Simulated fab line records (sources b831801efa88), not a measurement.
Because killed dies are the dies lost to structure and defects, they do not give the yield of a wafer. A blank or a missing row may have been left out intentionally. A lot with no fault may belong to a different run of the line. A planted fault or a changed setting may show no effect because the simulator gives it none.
Which of the tools did it? + flow sky130 + 13 lots, 37 wafers sampled, at 4 steps of a route of 708

WHAT THE GAUGES READ, wafer by wafer
SKY_VIA4_RS_MEAS_19: measurement is done with a four-point probe. Usual: VIA4_W_RS 0.227 ohm/sq, standard deviation 0.0036.
| lot  | measured     | on            | VIA4_W_RS (ohm/sq) | flag |
|------|--------------|---------------|--------------------|------|
| L919 | day 42 18:02 | film metro-01 | 0.228 0.229 0.229  |      |
| L920 | day 43 05:14 | film metro-02 | 0.226 0.227 0.226  |      |
| L927 | day 45 06:07 | film metro-04 | 0.232 0.232        |      |
| L928 | day 45 12:37 | film metro-02 | 0.224 0.229        |      |
| L931 | day 46 07:25 | film metro-04 | 0.219 0.225 0.222  |      |
| L934 | day 47 10:14 | film metro-01 | 0.220 0.227 0.219  |      |
| L935 | day 47 10:32 | film metro-02 | 0.228 0.228 0.232  |      |
| L936 | day 47 12:47 | film metro-04 | 0.228 0.227 0.226  |      |
| L937 | day 47 15:20 | film metro-02 | 0.231 0.221 0.230  |      |
| L939 | day 47 22:46 | film metro-04 | 0.228 0.227 0.228  |      |
| L940 | day 48 00:25 | film metro-01 | 0.228 0.230 0.229  |      |
| L941 | day 48 15:27 | film metro-04 | 0.222 0.222 0.230  |      |
| L942 | day 48 18:43 | film metro-04 | 0.221 0.218 0.225  |      |

SKY_METAL5_RS_MEAS_05: measurement is done with a four-point probe. Usual: METAL5_ALCU_RS 0.02724 ohm/sq, standard deviation 0.00026.
| lot  | measured     | on            | METAL5_ALCU_RS (ohm/sq) | flag |
|------|--------------|---------------|-------------------------|------|
| L919 | day 42 18:41 | film metro-04 | 0.02678 0.02676 0.02713 |      |
| L920 | day 43 07:22 | film metro-03 | 0.02759 0.0274 0.02709  |      |
| L927 | day 45 06:50 | film metro-04 | 0.02755 0.0272          |      |
| L928 | day 45 13:16 | film metro-02 | 0.02689 0.02748         |      |
| L931 | day 46 08:20 | film metro-04 | 0.02714 0.0271 0.02717  |      |
| L934 | day 47 10:52 | film metro-04 | 0.02741 0.02747 0.02709 |      |
| L935 | day 47 11:10 | film metro-02 | 0.0273 0.02759 0.02706  |      |
| L936 | day 47 13:26 | film metro-03 | 0.02725 0.02712 0.02719 |      |
| L937 | day 47 16:13 | film metro-04 | 0.02718 0.02708 0.02725 |      |
| L939 | day 47 23:39 | film metro-03 | 0.02681 0.02697 0.02697 |      |
| L940 | day 48 01:26 | film metro-04 | 0.02763 0.02723 0.02768 |      |
| L941 | day 48 16:06 | film metro-03 | 0.02662 0.02736 0.02681 |      |
| L942 | day 48 19:23 | film metro-03 | 0.02724 0.02735 0.02684 |      |

EACH LOT AND THE TOOL THAT RAN IT (in order: tool; ch and the chambers of the sampled wafers; start)
| lot  | SKY_SONOS_TUNNEL_IMPLANT_09     | SKY_VIA4_CMP_21               |
|------|---------------------------------|-------------------------------|
| L919 | implanter-02 ch 0, day 11 10:11 | cmp-01 ch 0,1,2, day 42 18:21 |
| L920 | implanter-04 ch 0, day 11 16:28 | cmp-02 ch 0,1,2, day 43 06:57 |
| L927 | implanter-01 ch 0, day 14 08:38 | cmp-01 ch 0,3, day 45 06:23   |
| L928 | implanter-01 ch 0, day 14 11:40 | cmp-01 ch 0,1, day 45 12:45   |
| L931 | implanter-04 ch 0, day 15 16:07 | cmp-02 ch 2,3, day 46 07:52   |
| L934 | implanter-02 ch 0, day 16 12:52 | cmp-02 ch 1,2, day 47 10:25   |
| L935 | implanter-04 ch 0, day 16 23:14 | cmp-01 ch 2,3, day 47 10:40   |
| L936 | implanter-02 ch 0, day 17 03:28 | cmp-02 ch 0,2,3, day 47 12:56 |
| L937 | implanter-02 ch 0, day 17 07:34 | cmp-02 ch 0,3, day 47 15:46   |
| L939 | implanter-04 ch 0, day 18 05:28 | cmp-02 ch 1,2,3, day 47 23:18 |
| L940 | implanter-01 ch 0, day 18 05:32 | cmp-02 ch 1,2, day 48 00:57   |
| L941 | implanter-02 ch 0, day 18 14:01 | cmp-01 ch 0,1,3, day 48 15:41 |
| L942 | implanter-02 ch 0, day 19 00:43 | cmp-02 ch 1,2,3, day 48 18:58 |
- SKY_SONOS_TUNNEL_IMPLANT_09
- SKY_VIA4_CMP_21: polishes, stops on SiO2, t overpolish 25 s, target thk 0 nm.

WHAT THE TOOLS THEMSELVES READ (means of the sampled wafers that have a number; where no wafer has one, the mark that the record gives instead)
SKY_SONOS_TUNNEL_IMPLANT_09. Usual: faraday current uA at 5.64, with a standard deviation of 0.11.
| lot  | tool         | faraday current uA | flag |
|------|--------------|--------------------|------|
| L919 | implanter-02 | 5.62               |      |
| L920 | implanter-04 | 5.63               |      |
| L927 | implanter-01 | 5.61               |      |
| L928 | implanter-01 | 5.67               |      |
| L931 | implanter-04 | 5.55               |      |
| L934 | implanter-02 | 5.67               |      |
| L935 | implanter-04 | 5.60               |      |
| L936 | implanter-02 | 5.65               |      |
| L937 | implanter-02 | 5.59               |      |
| L939 | implanter-04 | 5.71               |      |
| L940 | implanter-01 | 5.83               |      |
| L941 | implanter-02 | 5.68               |      |
| L942 | implanter-02 | 5.54               |      |

SKY_VIA4_CMP_21. Usual: head pressure psi 3.499 psi, standard deviation 0.0078; motor current A 11.1 A, standard deviation 1.3; overpolish run s 24.999 s, standard deviation 0.0087; time to endpoint s 123 s, standard deviation 5.8.
| lot  | tool   | head pressure psi (psi) | motor current A (A) | overpolish run s (s) | time to endpoint s (s) | flag |
|------|--------|-------------------------|---------------------|----------------------|------------------------|------|
| L919 | cmp-01 | 3.493                   | 11.1                | 24.997               | 116                    |      |
| L920 | cmp-02 | 3.504                   | 10.8                | 25.006               | 116                    |      |
| L927 | cmp-01 | 3.493                   | 10.0                | 24.993               | 130                    |      |
| L928 | cmp-01 | 3.492                   | 11.6                | 25.001               | 132                    |      |
| L931 | cmp-02 | 3.494                   | 12.0                | 24.996               | 123                    |      |
| L934 | cmp-02 | 3.499                   | 12.4                | 24.997               | 123                    |      |
| L935 | cmp-01 | 3.498                   | 10.4                | 25.003               | 122                    |      |
| L936 | cmp-02 | 3.503                   | 11.5                | 24.996               | 121                    |      |
| L937 | cmp-02 | 3.500                   | 11.3                | 24.997               | 125                    |      |
| L939 | cmp-02 | 3.495                   | 11.4                | 24.999               | 120                    |      |
| L940 | cmp-02 | 3.507                   | 11.1                | 24.997               | 118                    |      |
| L941 | cmp-01 | 3.500                   | 11.3                | 25.000               | 126                    |      |
| L942 | cmp-02 | 3.498                   | 11.6                | 25.000               | 122                    |      |

THE ANSWER, worked out from the rows above alone
Rule: lot off if the mean of its wafers having a number is beyond 3 standard deviations from the usual mean. Also off: a lot with no number at a reading for which 4 or more lots have one. The other lots that the step has rows for count as sound. After the gauges, taken in route order, come the tools' own readings; for these a lot's mean is taken, as printed above. The first step at which some lot is off is used, and at that step the reading that is off furthest; a lot without a number counts as furthest.
Across all readings shown, no lot is off: no conclusion can be drawn from this.

WHAT THE SIMULATOR PUT IN
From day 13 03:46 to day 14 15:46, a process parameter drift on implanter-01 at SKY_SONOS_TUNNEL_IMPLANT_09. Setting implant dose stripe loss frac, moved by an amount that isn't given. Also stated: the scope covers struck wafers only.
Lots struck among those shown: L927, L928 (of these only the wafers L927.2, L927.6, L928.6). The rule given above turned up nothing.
